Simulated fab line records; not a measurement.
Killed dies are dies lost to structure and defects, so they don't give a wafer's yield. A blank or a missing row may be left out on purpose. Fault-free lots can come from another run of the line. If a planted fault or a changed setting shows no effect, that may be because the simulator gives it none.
fab line records | flow sky130
record lots=12 | wafers=36 | last_day=50
route steps=708 shown VIA3@585 CAP2M@616 PAD_OPEN@708
lots untouched by any fault: they come from a run of this same line in which no faults occurred
start_h: hours from the record's opening day to when the first of the lot's shown wafers began | wait_h: time in hours since the lot's previous step | " as in the row above | L1.1+2: a row that stands for several wafers | - no value present, or no start provided | * or withheld: withheld | < > ~ a bound
route shown NAME@n: names a module that has steps shown in the file, with the first one's number in the route | usual: mean/standard deviation of fault-free wafers | same: alike in all rows | chamber/n: place in a boat | sites: per-site readings | _std_site: the standard deviation of these | _edge_site: inner sites' mean taken away from outer sites' mean | radius_mm: how far each site lies from the wafer's centre | mask NAME#n: copy n | behind: tool/chamber where the wafer was last shaped | hold: reason for holding the lot/hours on hold/outcome of the hold | device: the transistor (n, p or np) that didn't switch | end of line: the tests these same wafers got at the end of their route | step lacking rows: just its recipe | killed: dies lost to structure and defects at the first sort, not the wafer's yield | map: the dies of a wafer, with x for killed, . for not killed, _ for no die there
set.NAME: the setting the step ran with; set.NAME@STEP: the setting that earlier step ran with | model.NAME: the simulator's own value behind a step, which no gauge read
a sample of lots followed through the steps of the route, with each step as a table and each wafer as a row
services: from which hour (start_h, from the record's first day; less than 0 if before it) a tool's chamber was out of use, for how many hours, and why
## steps
# step SKY_VIA3_CD_MEAS_12
# recipe target_cd_nm=200
# usual cd_nm=200.1/1.7
lot.wafer | tool      | chamber | start_h | wait_h | cd_nm
L924.1    | cd_sem-02 | -       | 914.73  | -      | 199.1
L924.2    | "         | -       | "       | "      | 197.6
L924.4    | "         | -       | "       | "      | 197.8
L925.1    | cd_sem-02 | -       | 936.81  | -      | 202.5
L925.3    | "         | -       | "       | "      | 201.6
L925.6    | "         | -       | "       | "      | 201.6
L926.3    | cd_sem-01 | -       | 953.87  | -      | 201.1
L926.4    | "         | -       | "       | "      | 201.6
L926.6    | "         | -       | "       | "      | 202.8
L928.2    | cd_sem-02 | -       | 955.95  | -      | 199.5
L928.3    | "         | -       | "       | "      | 199.0
L928.5    | "         | -       | "       | "      | 198.6
L930.1    | cd_sem-02 | -       | 992.62  | -      | 202.2
L930.4    | "         | -       | "       | "      | 200.1
L930.6    | "         | -       | "       | "      | 200.5
L931.1    | cd_sem-02 | -       | 997.28  | -      | 200.8
L931.2    | "         | -       | "       | "      | 200.3
L931.5    | "         | -       | "       | "      | 200.9
L937.1    | cd_sem-01 | -       | 1036.03 | -      | 198.2
L937.4    | "         | -       | "       | "      | 197.3
L937.6    | "         | -       | "       | "      | 197.9
L936.1    | cd_sem-02 | -       | 1037.18 | -      | 201.5
L936.4    | "         | -       | "       | "      | 201.9
L936.6    | "         | -       | "       | "      | 200.7
L935.1    | cd_sem-02 | -       | 1040.24 | -      | 200.2
L935.5    | "         | -       | "       | "      | 198.2
L935.6    | "         | -       | "       | "      | 199.5
L938.1    | cd_sem-02 | -       | 1041.67 | -      | 198.0
L938.2    | "         | -       | "       | "      | 200.5
L938.6    | "         | -       | "       | "      | 200.4
L942.3    | cd_sem-01 | -       | 1047.21 | -      | 199.5
L942.4    | "         | -       | "       | "      | 199.9
L942.6    | "         | -       | "       | "      | 200.2
L945.3    | cd_sem-01 | -       | 1068.06 | -      | 199.6
L945.4    | "         | -       | "       | "      | 201.3
L945.5    | "         | -       | "       | "      | 200.8
# step SKY_VIA3_OVL_MEAS_13
# usual VIA3_OVL=6/5.1
lot.wafer | tool       | chamber | start_h | wait_h | VIA3_OVL[nm]
L924.1    | overlay-01 | -       | 914.85  | 0.1    | 6
L924.2    | "          | -       | "       | "      | 13
L924.4    | "          | -       | "       | "      | 9
L925.1    | overlay-01 | -       | 936.93  | 0.1    | 9
L925.3    | "          | -       | "       | "      | 12
L925.6    | "          | -       | "       | "      | 6
L926.3    | overlay-02 | -       | 953.97  | 0.1    | 3
L926.4    | "          | -       | "       | "      | 10
L926.6    | "          | -       | "       | "      | 14
L928.2    | overlay-02 | -       | 956.06  | 0.1    | 9
L928.3    | "          | -       | "       | "      | 3
L928.5    | "          | -       | "       | "      | 4
L930.1    | overlay-02 | -       | 992.74  | 0.1    | 11
L930.4    | "          | -       | "       | "      | 8
L930.6    | "          | -       | "       | "      | 6
L931.1    | overlay-02 | -       | 997.40  | 0.1    | 12
L931.2    | "          | -       | "       | "      | 4
L931.5    | "          | -       | "       | "      | 2
L937.1    | overlay-01 | -       | 1036.15 | 0.1    | 8
L937.4    | "          | -       | "       | "      | 10
L937.6    | "          | -       | "       | "      | 18
L936.1    | overlay-02 | -       | 1037.30 | 0.1    | -1
L936.4    | "          | -       | "       | "      | 3
L936.6    | "          | -       | "       | "      | -6
L935.1    | overlay-02 | -       | 1040.36 | 0.1    | 7
L935.5    | "          | -       | "       | "      | 9
L935.6    | "          | -       | "       | "      | -3
L938.1    | overlay-02 | -       | 1041.79 | 0.1    | 7
L938.2    | "          | -       | "       | "      | 6
L938.6    | "          | -       | "       | "      | 9
L942.3    | overlay-01 | -       | 1047.30 | 0.1    | 11
L942.4    | "          | -       | "       | "      | 12
L942.6    | "          | -       | "       | "      | 6
L945.3    | overlay-01 | -       | 1068.15 | 0.1    | 13
L945.4    | "          | -       | "       | "      | 13
L945.5    | "          | -       | "       | "      | 19
# step SKY_VIA3_THK_MEAS_23
# recipe thk_meas_gauge=xrf | reads=W_of_VIA3_CVD_21
# usual VIA3_W_THK=393/8.6
lot.wafer | tool          | chamber | start_h | wait_h | VIA3_W_THK[nm]
L924.1    | film_metro-02 | -       | 916.36  | 0.1    | 381
L924.2    | "             | -       | "       | "      | 389
L924.4    | "             | -       | "       | "      | 380
L925.1    | film_metro-02 | -       | 937.98  | 0.1    | 396
L925.3    | "             | -       | "       | "      | 389
L925.6    | "             | -       | "       | "      | 387
L926.3    | film_metro-01 | -       | 955.01  | 0.1    | 395
L926.4    | "             | -       | "       | "      | 392
L926.6    | "             | -       | "       | "      | 389
L928.2    | film_metro-02 | -       | 957.14  | 0.1    | 382
L928.3    | "             | -       | "       | "      | 376
L928.5    | "             | -       | "       | "      | 385
L930.1    | film_metro-03 | -       | 993.83  | 0.1    | 409
L930.4    | "             | -       | "       | "      | 407
L930.6    | "             | -       | "       | "      | 404
L931.1    | film_metro-01 | -       | 998.45  | 0.1    | 395
L931.2    | "             | -       | "       | "      | 385
L931.5    | "             | -       | "       | "      | 389
L937.1    | film_metro-03 | -       | 1037.19 | 0.1    | 393
L937.4    | "             | -       | "       | "      | 393
L937.6    | "             | -       | "       | "      | 391
L936.1    | film_metro-03 | -       | 1038.34 | 0.1    | 392
L936.4    | "             | -       | "       | "      | 399
L936.6    | "             | -       | "       | "      | 401
L935.1    | film_metro-01 | -       | 1041.43 | 0.1    | 385
L935.5    | "             | -       | "       | "      | 379
L935.6    | "             | -       | "       | "      | 392
L938.1    | film_metro-02 | -       | 1042.88 | 0.1    | 383
L938.2    | "             | -       | "       | "      | 386
L938.6    | "             | -       | "       | "      | 382
L942.3    | film_metro-01 | -       | 1048.35 | 0.1    | 390
L942.4    | "             | -       | "       | "      | 396
L942.6    | "             | -       | "       | "      | 391
L945.3    | film_metro-01 | -       | 1069.19 | 0.1    | 381
L945.4    | "             | -       | "       | "      | 386
L945.5    | "             | -       | "       | "      | 380
# step SKY_CAP2M_METAL_ETCH_13
# recipe target_depth_nm=220 | stop_on=SiO2 | chemistry=Cl2/BCl3 | target=TiN | pressure_mtorr=10 | icp_w=900 | bias_w=49.07 | Cl2_flow_sccm=60 | bcl3_flow_sccm=30 | time_s=62.9
# usual bias_w=49.09/0.15 | chamber_pressure_mTorr=10.001/0.012 | drypump_motor_current_A=5.9/0.47 | oes_product_au=0.941/0.0073 | throttle_valve_pct=21.902/0.0094
lot.wafer | tool         | chamber | start_h | wait_h | bias_w | chamber_pressure_mTorr | drypump_motor_current_A | oes_product_au | rf_hours_counter_h | throttle_valve_pct
L924.1    | rie_metal-03 | 0       | 941.33  | 0.0    | 49.12  | 10.000                 | 6.5                     | 0.940          | 16                 | 21.897
L924.2    | "            | 0       | "       | "      | 49.08  | 9.997                  | 6.5                     | 0.943          | -                  | 21.907
L924.4    | "            | 0       | "       | "      | 49.06  | 10.004                 | 6.5                     | 0.943          | -                  | 21.894
L925.1    | rie_metal-01 | 1       | 963.03  | 0.0    | 49.21  | 10.000                 | 5.2                     | 0.955          | 7                  | 21.895
L925.3    | "            | 1       | "       | "      | 49.26  | 9.989                  | 5.2                     | 0.965          | -                  | 21.885
L925.6    | "            | 0       | "       | "      | 49.33  | 9.996                  | 5.9                     | 0.953          | -                  | 21.887
L926.3    | rie_metal-01 | 1       | 979.16  | 0.0    | 48.84  | 10.006                 | 5.2                     | 0.929          | -                  | 21.919
L926.4    | "            | 0       | "       | "      | 49.10  | 9.994                  | 5.9                     | 0.933          | -                  | 21.899
L926.6    | "            | 1       | "       | "      | 48.97  | 10.006                 | 5.2                     | 0.939          | -                  | 21.906
L928.2    | rie_metal-03 | 0       | 980.83  | 0.0    | 48.90  | 10.011                 | 6.5                     | 0.951          | 19                 | 21.898
L928.3    | "            | 1       | "       | "      | 49.02  | 10.000                 | 5.7                     | 0.945          | -                  | 21.914
L928.5    | "            | 1       | "       | "      | 49.07  | 9.999                  | 5.7                     | 0.956          | -                  | 21.898
L930.1    | rie_metal-03 | 0       | 1017.83 | 0.0    | 49.22  | 9.982                  | 6.5                     | 0.942          | 20                 | 21.907
L930.4    | "            | 1       | "       | "      | 49.28  | 9.988                  | 5.7                     | 0.941          | -                  | 21.906
L930.6    | "            | 0       | "       | "      | 49.14  | 9.999                  | 6.5                     | 0.925          | -                  | 21.901
L931.1    | rie_metal-01 | 0       | 1021.78 | 0.0    | 48.66  | 11.990                 | 5.9                     | 0.936          | 14                 | 21.901
L931.2    | "            | 1       | "       | "      | 49.33  | 11.991                 | 5.2                     | 0.937          | 10                 | 21.916
L931.5    | "            | 0       | "       | "      | 48.99  | 12.009                 | 5.9                     | 0.939          | -                  | 21.908
L937.1    | rie_metal-03 | 0       | 1058.47 | 0.0    | 49.09  | 9.986                  | 6.5                     | 0.939          | 23                 | 21.915
L937.4    | "            | 0       | "       | "      | 48.93  | 9.989                  | 6.5                     | 0.942          | -                  | 21.906
L937.6    | "            | 1       | "       | "      | 49.09  | 10.014                 | 5.7                     | 0.939          | -                  | 21.897
L936.1    | rie_metal-02 | 1       | 1060.37 | 0.0    | 49.19  | 10.004                 | 6.1                     | 0.937          | 6                  | 21.908
L936.4    | "            | 0       | "       | "      | 49.18  | 10.004                 | 6.4                     | 0.941          | -                  | 21.919
L936.6    | "            | 0       | "       | "      | 49.24  | 9.988                  | 6.4                     | 0.934          | -                  | 21.899
L935.1    | rie_metal-01 | 0       | 1062.44 | 0.0    | 49.06  | 11.993                 | 5.9                     | 0.929          | 16                 | 21.921
L935.5    | "            | 0       | "       | "      | 49.10  | 11.989                 | 5.9                     | 0.920          | -                  | 21.913
L935.6    | "            | 1       | "       | "      | 49.03  | 11.997                 | 5.2                     | 0.944          | -                  | 21.905
L938.1    | rie_metal-02 | 1       | 1064.33 | 0.0    | 48.96  | 10.002                 | 6.1                     | 0.935          | 6                  | 21.907
L938.2    | "            | 0       | "       | "      | 49.15  | 9.988                  | 6.4                     | 0.943          | 19                 | 21.912
L938.6    | "            | 1       | "       | "      | 48.99  | 9.988                  | 6.2                     | 0.943          | -                  | 21.911
L942.3    | rie_metal-03 | 1       | 1069.85 | 0.0    | 49.02  | 9.990                  | 5.7                     | 0.933          | -                  | 21.905
L942.4    | "            | 0       | "       | "      | 49.12  | 10.000                 | 6.5                     | 0.945          | -                  | 21.897
L942.6    | "            | 0       | "       | "      | 49.08  | 10.005                 | 6.5                     | 0.932          | -                  | 21.907
L945.3    | rie_metal-02 | 0       | 1091.17 | 0.1    | 49.22  | 10.001                 | 6.4                     | 0.949          | -                  | 21.913
L945.4    | "            | 0       | "       | "      | 49.10  | 10.013                 | 6.4                     | 0.942          | -                  | 21.910
L945.5    | "            | 0       | "       | "      | 49.32  | 9.993                  | 6.4                     | 0.942          | -                  | 21.889
# step SKY_PAD_OPEN_PROBE_99
# usual defect_limited_yield=82.4/2.1 | killed_at_M0_to_M3=44/7.4 | killed_at_M4_up=3.2/2 | killed_at_contacts=24/5.1 | killed_at_front_end=15/4.8 | killed_at_other=0.2/0.46 | killed_dies=86/10 | killed_open=47/7.5 | killed_short=39/7 | sort_bin_3_pad_short=0.9/0.4 | sort_bin_5_function=10.4/1.5 | sort_bin_6_memory=6.3/1.2 | sort_n_pass=406/10 | sort_yield_pct=82.4/2.1
# same gross_dies=492 | killed_at_back_side=0 | sort_bin_4_leakage[%]=0 | sort_bin_8_speed[%]=0
lot.wafer | tool      | chamber | start_h | wait_h | defect_limited_yield[%] | killed_at_M0_to_M3 | killed_at_M4_up | killed_at_contacts | killed_at_front_end | killed_at_other | killed_dies | killed_open | killed_short | sort_bin_3_pad_short[%] | sort_bin_5_function[%] | sort_bin_6_memory[%] | sort_n_pass | sort_yield_pct[%]
L931.1    | prober-01 | -       | 1133.79 | 0.1    | 81.9                    | 39                 | 5               | 28                 | 17                  | 0               | 89          | 48          | 40           | 0.2                     | 12.2                   | 5.7                  | 403         | 81.9
L931.2    | prober-01 | -       | 1133.84 | 0.1    | 85.2                    | 33                 | 1               | 27                 | 12                  | 0               | 73          | 51          | 22           | 0.4                     | 8.5                    | 5.9                  | 419         | 85.2
L931.5    | prober-01 | -       | 1133.99 | 0.2    | 86.4                    | 30                 | 4               | 14                 | 19                  | 0               | 67          | 40          | 27           | 0.8                     | 6.9                    | 5.9                  | 425         | 86.4
L936.1    | prober-01 | -       | 1166.98 | 0.1    | 80.7                    | 47                 | 5               | 31                 | 12                  | 0               | 95          | 44          | 51           | 1.2                     | 10.2                   | 7.9                  | 397         | 80.7
L936.4    | prober-01 | -       | 1167.13 | 0.2    | 87.6                    | 33                 | 2               | 17                 | 9                   | 0               | 61          | 36          | 22           | 1.0                     | 6.5                    | 4.9                  | 431         | 87.6
L936.6    | prober-01 | -       | 1167.23 | 0.2    | 83.3                    | 44                 | 4               | 18                 | 15                  | 1               | 82          | 47          | 35           | 0.4                     | 8.7                    | 7.5                  | 410         | 83.3
L938.1    | prober-01 | -       | 1169.21 | 0.1    | 83.9                    | 38                 | 4               | 19                 | 18                  | 0               | 79          | 43          | 36           | 1.0                     | 9.1                    | 5.9                  | 413         | 83.9
L938.2    | prober-01 | -       | 1169.26 | 0.1    | 78.0                    | 55                 | 6               | 35                 | 12                  | 0               | 108         | 62          | 46           | 1.8                     | 12.2                   | 7.9                  | 384         | 78.0
L938.6    | prober-01 | -       | 1169.46 | 0.2    | 83.7                    | 41                 | 6               | 18                 | 15                  | 0               | 80          | 44          | 36           | 0.8                     | 8.5                    | 6.9                  | 412         | 83.7
L942.3    | prober-01 | -       | 1174.82 | 0.2    | 81.1                    | 57                 | 2               | 22                 | 12                  | 0               | 93          | 56          | 37           | 1.8                     | 11.8                   | 5.3                  | 399         | 81.1
L942.4    | prober-01 | -       | 1174.87 | 0.2    | 77.2                    | 61                 | 5               | 27                 | 19                  | 0               | 112         | 69          | 43           | 0.6                     | 14.2                   | 7.9                  | 380         | 77.2
L942.6    | prober-01 | -       | 1174.97 | 0.2    | 81.9                    | 48                 | 3               | 24                 | 14                  | 0               | 89          | 51          | 38           | 0.4                     | 9.6                    | 8.1                  | 403         | 81.9
L945.3    | prober-02 | -       | 1191.42 | 0.2    | 80.3                    | 46                 | 1               | 25                 | 25                  | 0               | 97          | 51          | 46           | 0.6                     | 14.0                   | 5.1                  | 395         | 80.3
L945.4    | prober-02 | -       | 1191.47 | 0.2    | 83.1                    | 42                 | 0               | 22                 | 19                  | 0               | 83          | 45          | 38           | 0.6                     | 10.6                   | 5.7                  | 409         | 83.1
L945.5    | prober-02 | -       | 1191.52 | 0.2    | 80.5                    | 43                 | 3               | 28                 | 22                  | 0               | 96          | 46          | 50           | 1.0                     | 10.0                   | 8.5                  | 396         | 80.5
# killed by level:class
L931.1 CONTACT:geometric_particle:open=10 METAL2:geometric_particle:short=8 VIA1:geometric_particle:open=7 FIELD_ISO:geometric_particle:open=6 LI_CONTACT:geometric_particle:open=6 METAL1:geometric_particle:short=6 LOCAL_INTERCONNECT:geometric_particle:short=5 VIA3:geometric_particle:open=5
L931.2 LI_CONTACT:geometric_particle:open=11 CONTACT:geometric_particle:open=9 VIA3:geometric_particle:open=7 VIA1:geometric_particle:open=7 VIA2:geometric_particle:open=6 FIELD_ISO:geometric_particle:open=4 CONTACT:geometric_particle:short=4 METAL1:geometric_particle:short=4
L931.5 LI_CONTACT:geometric_particle:open=7 VIA1:geometric_particle:open=6 FIELD_ISO:geometric_particle:open=5 POLY_GATE:geometric_particle:short=5 CONTACT:geometric_particle:open=5 VIA2:geometric_particle:open=5 VIA3:geometric_particle:open=5 POLY_GATE:geometric_particle:open=4
L936.1 VIA1:geometric_particle:open=12 LI_CONTACT:geometric_particle:open=10 VIA1:geometric_particle:short=10 CONTACT:geometric_particle:short=7 CONTACT:geometric_particle:open=7 METAL2:geometric_particle:short=5 VIA3:geometric_particle:short=5 METAL3:geometric_particle:short=4
L936.4 VIA1:geometric_particle:open=14 LI_CONTACT:geometric_particle:open=6 CONTACT:geometric_particle:open=5 LOCAL_INTERCONNECT:geometric_particle:short=4 METAL1:geometric_particle:short=4 FIELD_ISO:geometric_particle:open=3 METAL2:geometric_particle:short=3 VIA2:geometric_particle:open=3
L936.6 VIA1:geometric_particle:open=14 CONTACT:geometric_particle:open=7 VIA3:geometric_particle:open=6 LI_CONTACT:geometric_particle:open=4 VIA1:geometric_particle:short=4 METAL1:geometric_particle:short=4 METAL2:geometric_particle:short=4 VIA2:geometric_particle:short=4
L938.1 VIA1:geometric_particle:open=13 VIA3:geometric_particle:open=7 LI_CONTACT:geometric_particle:open=6 CONTACT:geometric_particle:open=6 METAL2:geometric_particle:short=6 FIELD_ISO:geometric_particle:open=5 POLY_GATE:geometric_particle:short=5 CONTACT:geometric_particle:short=4
L938.2 VIA1:geometric_particle:open=18 CONTACT:geometric_particle:open=13 LI_CONTACT:geometric_particle:open=10 VIA1:geometric_particle:short=9 VIA3:geometric_particle:open=8 METAL1:geometric_particle:short=7 FIELD_ISO:geometric_particle:open=6 LI_CONTACT:geometric_particle:short=5
L938.6 FIELD_ISO:geometric_particle:open=8 CONTACT:geometric_particle:open=7 METAL2:geometric_particle:short=7 METAL1:geometric_particle:short=7 VIA1:geometric_particle:open=5 VIA3:geometric_particle:open=5 VIA2:geometric_particle:open=5 LI_CONTACT:geometric_particle:open=4
L942.3 VIA1:geometric_particle:open=14 CONTACT:geometric_particle:open=10 VIA3:geometric_particle:open=7 LI_CONTACT:geometric_particle:open=6 METAL1:geometric_particle:short=6 VIA2:geometric_particle:open=6 METAL2:geometric_particle:short=5 METAL3:geometric_particle:short=5
L942.4 VIA1:geometric_particle:open=23 CONTACT:geometric_particle:open=11 VIA2:geometric_particle:open=10 METAL2:geometric_particle:short=7 VIA3:geometric_particle:open=6 LI_CONTACT:geometric_particle:open=5 METAL4:geometric_particle:short=5 POLY_GATE:geometric_particle:open=4
L942.6 VIA1:geometric_particle:open=16 LI_CONTACT:geometric_particle:open=8 CONTACT:geometric_particle:open=8 VIA2:geometric_particle:open=7 VIA1:geometric_particle:short=7 METAL2:geometric_particle:short=4 FIELD_ISO:geometric_particle:open=3 POLY_GATE:geometric_particle:short=3
L945.3 CONTACT:geometric_particle:open=14 VIA1:geometric_particle:open=9 VIA3:geometric_particle:open=9 METAL1:geometric_particle:short=8 METAL2:geometric_particle:short=7 FIELD_ISO:geometric_particle:short=5 FIELD_ISO:geometric_particle:open=5 POLY_GATE:geometric_particle:short=5
L945.4 VIA1:geometric_particle:open=12 CONTACT:geometric_particle:open=7 FIELD_ISO:geometric_particle:short=5 METAL1:geometric_particle:short=5 LI_CONTACT:geometric_particle:open=5 METAL2:geometric_particle:short=5 VIA2:geometric_particle:open=5 FIELD_ISO:geometric_particle:open=4
L945.5 FIELD_ISO:geometric_particle:short=9 LOCAL_INTERCONNECT:geometric_particle:short=9 CONTACT:geometric_particle:open=9 VIA1:geometric_particle:open=8 METAL3:geometric_particle:short=7 CONTACT:geometric_particle:short=6 FIELD_ISO:geometric_particle:open=5 VIA3:geometric_particle:open=5
## services
tool         | chamber | start_h | hours | kind
rie_metal-03 | 1       | 926.94  | -     | clean
rie_metal-03 | 1       | 926.94  | 17.3  | scheduled_down
rie_metal-03 | 1       | 926.94  | 17.3  | vent_cycle
rie_metal-02 | 1       | 932.29  | -     | clean
rie_metal-02 | 1       | 932.29  | 19.4  | scheduled_down
rie_metal-02 | 1       | 932.29  | 19.4  | vent_cycle
rie_metal-02 | -       | 948.00  | 1.4   | pm
rie_metal-01 | 1       | 1047.91 | 1.8   | repair
rie_metal-01 | -       | 1074.03 | 2.8   | pm
rie_metal-02 | 1       | 1077.07 | 14.7  | repair
rie_metal-03 | 0       | 1079.99 | -     | clean
rie_metal-03 | 0       | 1079.99 | 17.6  | scheduled_down
rie_metal-03 | 0       | 1079.99 | 17.6  | vent_cycle
rie_metal-03 | -       | 1084.44 | 2.8   | pm
## key
first_sign step=SKY_CAP2M_METAL_ETCH_13 | reading=chamber_pressure_mTorr | direction=up | sigmas=99+ | usual=10.001 | struck=11.995
effect none on later readings
met_at SKY_CAP2M_METAL_ETCH_13
struck_lots L931,L935
not_acting_at SKY_VIA3_CD_MEAS_12,SKY_VIA3_OVL_MEAS_13,SKY_VIA3_THK_MEAS_23
onset_between 979.16 1021.78
fault kind=process_parameter_drift | tool=rie_metal-01 | chamber=- | onset_h=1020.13 | steps=SKY_CAP2M_METAL_ETCH_13 | channel=pressure_mtorr | offset=2 | shape=step | end_h=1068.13 | acts_in=these_recipes_only | stated=10
